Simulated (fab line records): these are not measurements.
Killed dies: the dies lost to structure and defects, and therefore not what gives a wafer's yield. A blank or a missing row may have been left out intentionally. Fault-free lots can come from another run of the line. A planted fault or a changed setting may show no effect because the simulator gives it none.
Which tool was responsible? + flow gf180mcu + Sampling: 12 lots, 36 wafers, 2 of 602 route steps

WHAT EACH GAUGE READ, for each wafer
GF_V5_THK_MEAS_01. Usual: V5_CVD_00_THK 299.7 nm, standard deviation 2.8.
| lot  | measured     | on            | V5_CVD_00_THK (nm) | flag |
|------|--------------|---------------|--------------------|------|
| L146 | day 26 14:58 | film-metro-01 | 293.8 302.8 301.9  |      |
| L147 | day 26 19:02 | film-metro-02 | 301.4 299.9 299.6  |      |
| L148 | day 27 07:39 | film-metro-01 | 298.9 299.3 295.6  |      |
| L151 | day 28 10:08 | film-metro-02 | 298.1 302.2 301.1  |      |
| L152 | day 28 18:26 | film-metro-02 | 302.6 302.9 299.8  |      |
| L153 | day 28 21:09 | film-metro-01 | 294.9 300.7 296.7  |      |
| L155 | day 29 16:38 | film-metro-03 | 304.6 301.0 305.4  |      |
| L156 | day 29 19:10 | film-metro-03 | 301.1 303.8 300.6  |      |
| L157 | day 30 03:46 | film-metro-03 | 300.2 303.8 299.8  |      |
| L162 | day 31 07:29 | film-metro-03 | 298.8 298.9 299.2  |      |
| L163 | day 31 12:11 | film-metro-02 | 298.9 298.8 295.7  |      |
| L167 | day 32 11:08 | film-metro-03 | 299.1 297.6 299.1  |      |

TOOL THAT RAN EACH LOT (tool first, then ch and the chambers of the sampled wafers, then the start)
| lot  | GF_M2_SPUTTER_00             |
|------|------------------------------|
| L146 | pvd-sputter-03, day 18 11:29 |
| L147 | pvd-sputter-02, day 18 13:37 |
| L148 | pvd-sputter-01, day 19 04:47 |
| L151 | pvd-sputter-02, day 20 16:28 |
| L152 | pvd-sputter-01, day 21 00:35 |
| L153 | pvd-sputter-02, day 21 05:15 |
| L155 | pvd-sputter-02, day 22 00:11 |
| L156 | pvd-sputter-01, day 22 10:32 |
| L157 | pvd-sputter-02, day 22 21:07 |
| L162 | pvd-sputter-02, day 24 05:22 |
| L163 | pvd-sputter-02, day 24 11:51 |
| L167 | pvd-sputter-01, day 25 16:49 |
- GF_M2_SPUTTER_00: material Ti, target thk 37.5 nm, time 150 s.

AS READ BY THE TOOLS THEMSELVES (means over the sampled wafers that have a number; for cases with no such wafer, the mark the record gives instead)
GF_M2_SPUTTER_00. Usual: throttle-valve-pct reads 30.0 % (standard deviation 0.94).
| lot  | tool           | throttle-valve-pct (%) | flag |
|------|----------------|------------------------|------|
| L146 | pvd-sputter-03 | 29.5                   |      |
| L147 | pvd-sputter-02 | 30.4                   |      |
| L148 | pvd-sputter-01 | 30.1                   |      |
| L151 | pvd-sputter-02 | 30.4                   |      |
| L152 | pvd-sputter-01 | 30.9                   |      |
| L153 | pvd-sputter-02 | 29.7                   |      |
| L155 | pvd-sputter-02 | 29.5                   |      |
| L156 | pvd-sputter-01 | 30.5                   |      |
| L157 | pvd-sputter-02 | 30.6                   |      |
| L162 | pvd-sputter-02 | 29.8                   |      |
| L163 | pvd-sputter-02 | 30.7                   |      |
| L167 | pvd-sputter-01 | 30.3                   |      |

THE ANSWER, worked out from the rows above alone
Rule: a lot counts as off when the mean over its wafers that have a number is more than 3 standard deviations away from the usual mean. A lot without any number at a reading at which 4 lots or more have one is off too. The other lots that the step has rows for count as sound. After the gauges, taken in route order, come the tools' own readings; for these a lot's mean is taken, as printed above. At the first step where some lot is off, the reading lying furthest off is the one used; lots without a number count as furthest.
Across all readings shown, no lot is off: no conclusion can be drawn from this.

WHAT THE SIMULATOR HAD PUT IN
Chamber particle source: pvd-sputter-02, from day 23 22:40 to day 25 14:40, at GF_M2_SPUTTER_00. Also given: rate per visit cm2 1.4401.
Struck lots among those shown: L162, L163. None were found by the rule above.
